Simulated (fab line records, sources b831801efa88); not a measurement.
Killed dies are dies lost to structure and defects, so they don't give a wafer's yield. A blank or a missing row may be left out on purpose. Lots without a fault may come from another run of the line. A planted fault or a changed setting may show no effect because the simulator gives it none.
Which tool did it? | flow sky130 | 13 lots, 39 wafers sampled, at 6 steps of a route of 708

WHAT THE GAUGES READ, wafer by wafer
SKY_POLY_GATE_THK_MEAS_21. Usual: POLY_GATE_OXIDATION_THK 4.02 nm, standard deviation 0.074.
lot  | measured     | on            | POLY_GATE_OXIDATION_THK (nm) | flag
L918 | day 17 10:49 | film_metro-01 | 4.01 4.01 4.06               |
L919 | day 17 15:35 | film_metro-02 | 4.00 4.00 4.04               |
L920 | day 18 00:17 | film_metro-04 | 4.00 3.92 3.93               |
L921 | day 18 15:59 | film_metro-01 | 3.96 3.94 3.94               |
L922 | day 18 21:22 | film_metro-04 | 4.13 4.13 4.10               |
L931 | day 22 03:22 | film_metro-02 | 3.97 3.97 4.00               |
L933 | day 22 21:28 | film_metro-04 | 3.96 4.00 4.06               |
L934 | day 23 00:29 | film_metro-01 | 3.96 3.95 3.93               |
L936 | day 23 10:44 | film_metro-02 | 4.07 4.01 3.97               |
L937 | day 24 01:55 | film_metro-01 | 3.97 3.92 4.00               |
L939 | day 24 22:55 | film_metro-02 | 4.04 4.05 4.00               |
L940 | day 25 01:54 | film_metro-02 | 4.06 3.95 4.01               |
L941 | day 25 12:26 | film_metro-01 | 4.03 3.99 4.11               |

SKY_POLY_GATE_CD_MEAS_22. Usual: cd_nm 151.0 nm, standard deviation 2.2.
lot  | measured     | on        | cd_nm (nm)        | flag
L918 | day 17 10:53 | cd_sem-01 | 151.7 149.2 153.4 |
L919 | day 17 15:41 | cd_sem-01 | 150.1 148.7 148.2 |
L920 | day 18 00:20 | cd_sem-01 | 149.9 151.0 150.4 |
L921 | day 18 16:02 | cd_sem-01 | 152.6 154.6 152.8 |
L922 | day 18 21:28 | cd_sem-02 | 151.1 150.8 152.8 |
L931 | day 22 03:26 | cd_sem-02 | 146.9 146.5 148.3 |
L933 | day 22 21:31 | cd_sem-02 | 151.5 153.4 152.3 |
L934 | day 23 00:35 | cd_sem-02 | 150.7 153.7 152.8 |
L936 | day 23 10:50 | cd_sem-02 | 152.6 152.3 147.1 |
L937 | day 24 01:58 | cd_sem-01 | 151.9 148.0 152.7 |
L939 | day 24 22:58 | cd_sem-01 | 154.7 152.3 153.0 |
L940 | day 25 01:59 | cd_sem-02 | 154.4 151.5 152.4 |
L941 | day 25 12:31 | cd_sem-01 | 147.0 149.6 145.8 |

SKY_LDD_P_CD_MEAS_07: target cd 380 nm. Usual: cd_nm 379.1 nm, standard deviation 2.2.
lot  | measured     | on        | cd_nm (nm)        | flag
L918 | day 20 02:37 | cd_sem-02 | 377.6 375.1 381.5 |
L919 | day 20 07:25 | cd_sem-02 | 380.0 375.0 376.0 |
L920 | day 20 15:25 | cd_sem-02 | 377.3 379.0 376.7 |
L921 | day 21 07:31 | cd_sem-02 | 378.3 378.0 376.9 |
L922 | day 21 13:04 | cd_sem-02 | - - -             | OFF
L931 | day 24 17:56 | cd_sem-01 | 385.0 383.1 385.3 |
L933 | day 25 11:44 | cd_sem-02 | 381.6 380.0 381.0 |
L934 | day 25 13:22 | cd_sem-02 | 378.2 379.7 380.7 |
L936 | day 26 01:04 | cd_sem-02 | 379.7 377.5 379.0 |
L937 | day 26 16:34 | cd_sem-01 | 379.5 381.5 380.7 |
L939 | day 27 12:14 | cd_sem-01 | 377.3 375.5 376.8 |
L940 | day 27 14:58 | cd_sem-02 | 380.3 379.6 379.0 |
L941 | day 28 02:19 | cd_sem-02 | 381.4 379.4 382.4 |

SKY_LDD_P_TW_MEAS_11. Usual: LDD_P_TW 637, standard deviation 8.9.
lot  | measured     | on            | LDD_P_TW    | flag
L918 | day 20 03:01 | film_metro-02 | 650 650 648 |
L919 | day 20 07:47 | film_metro-02 | 650 650 648 |
L920 | day 20 15:49 | film_metro-02 | 652 649 655 |
L921 | day 21 07:55 | film_metro-01 | 633 635 628 |
L922 | day 21 13:27 | film_metro-01 | 30 30 30    | OFF
L931 | day 24 18:20 | film_metro-01 | 633 630 631 |
L933 | day 25 12:09 | film_metro-01 | 633 632 630 |
L934 | day 25 13:45 | film_metro-01 | 633 629 630 |
L936 | day 26 01:27 | film_metro-03 | 631 631 635 |
L937 | day 26 16:58 | film_metro-02 | 647 649 646 |
L939 | day 27 12:39 | film_metro-02 | 647 648 652 |
L940 | day 27 15:22 | film_metro-03 | 630 628 627 |
L941 | day 28 02:43 | film_metro-03 | 631 633 633 |

SKY_LDD_HVN_TW_MEAS_10. Usual: LDD_HVN_TW 1439, standard deviation 19.
lot  | measured     | on            | LDD_HVN_TW     | flag
L918 | day 21 10:15 | film_metro-01 | 1433 1428 1424 |
L919 | day 21 15:24 | film_metro-01 | 1433 1430 1429 |
L920 | day 21 23:17 | film_metro-02 | 1457 1461 1457 |
L921 | day 22 15:50 | film_metro-04 | 1442 1443 1433 |
L922 | day 22 20:46 | film_metro-04 | 1472 1475 1472 |
L931 | day 26 00:43 | film_metro-01 | 1424 1423 1427 |
L933 | day 26 18:27 | film_metro-02 | 1462 1464 1459 |
L934 | day 26 20:25 | film_metro-01 | 1426 1423 1422 |
L936 | day 27 07:26 | film_metro-01 | 1429 1418 1416 |
L937 | day 27 23:27 | film_metro-02 | 1471 1470 1476 |
L939 | day 28 17:48 | film_metro-01 | 1411 1404 1409 |
L940 | day 28 20:25 | film_metro-01 | 1406 1410 1406 |
L941 | day 29 07:18 | film_metro-01 | 1423 1427 1429 |

WHICH TOOL RAN EACH LOT (tool, then ch and the chambers of the sampled wafers, then the start)
lot  | SKY_LDD_P_EXPOSE_04
L918 | iline_stepper-01 ch 0, day 19 11:37
L919 | iline_stepper-01 ch 0, day 19 16:33
L920 | iline_stepper-01 ch 0, day 20 00:20
L921 | iline_stepper-01 ch 0, day 20 16:01
L922 | iline_stepper-01 ch 0, day 20 22:16
L931 | iline_stepper-02 ch 0, day 24 02:41
L933 | iline_stepper-01 ch 0, day 24 21:32
L934 | iline_stepper-01 ch 0, day 24 23:58
L936 | iline_stepper-01 ch 0, day 25 10:12
L937 | iline_stepper-01 ch 0, day 26 01:17
L939 | iline_stepper-01 ch 0, day 26 21:16
L940 | iline_stepper-01 ch 0, day 26 23:40
L941 | iline_stepper-01 ch 0, day 27 11:22
- SKY_LDD_P_EXPOSE_04: exposes mask PSDM, target cd 380 nm.

WHAT THE TOOLS THEMSELVES READ (means of the sampled wafers that have a number; where no wafer has one, the mark that the record gives instead)
The record holds no such reading with a usual standard deviation.

THE ANSWER, worked out from the rows above alone
Rule: a lot is off if the mean of its wafers that have a number lies more than 3 standard deviations from the usual mean. A lot without any number at a reading at which 4 lots or more have one is off too. The other lots that the step has rows for count as sound. The gauges are gone through in route order, then the tools' own readings, and for those a lot's mean is taken as printed above. The first step at which some lot is off is used, and at that step the reading that is off furthest; a lot without a number counts as furthest.
Off: L922, at SKY_LDD_P_CD_MEAS_07 (cd_nm). Without a number there: L922.
A tool fits if, at a process step before that reading, it ran every lot that is off, and no sound lot after the first of them. The gauges at SKY_LDD_P_CD_MEAS_07 aren't tried: what is off there is off at SKY_LDD_P_TW_MEAS_11 too, on other tools, and a gauge's error can't cause that. None of those tried fits.

WHAT THE SIMULATOR HAD PUT IN
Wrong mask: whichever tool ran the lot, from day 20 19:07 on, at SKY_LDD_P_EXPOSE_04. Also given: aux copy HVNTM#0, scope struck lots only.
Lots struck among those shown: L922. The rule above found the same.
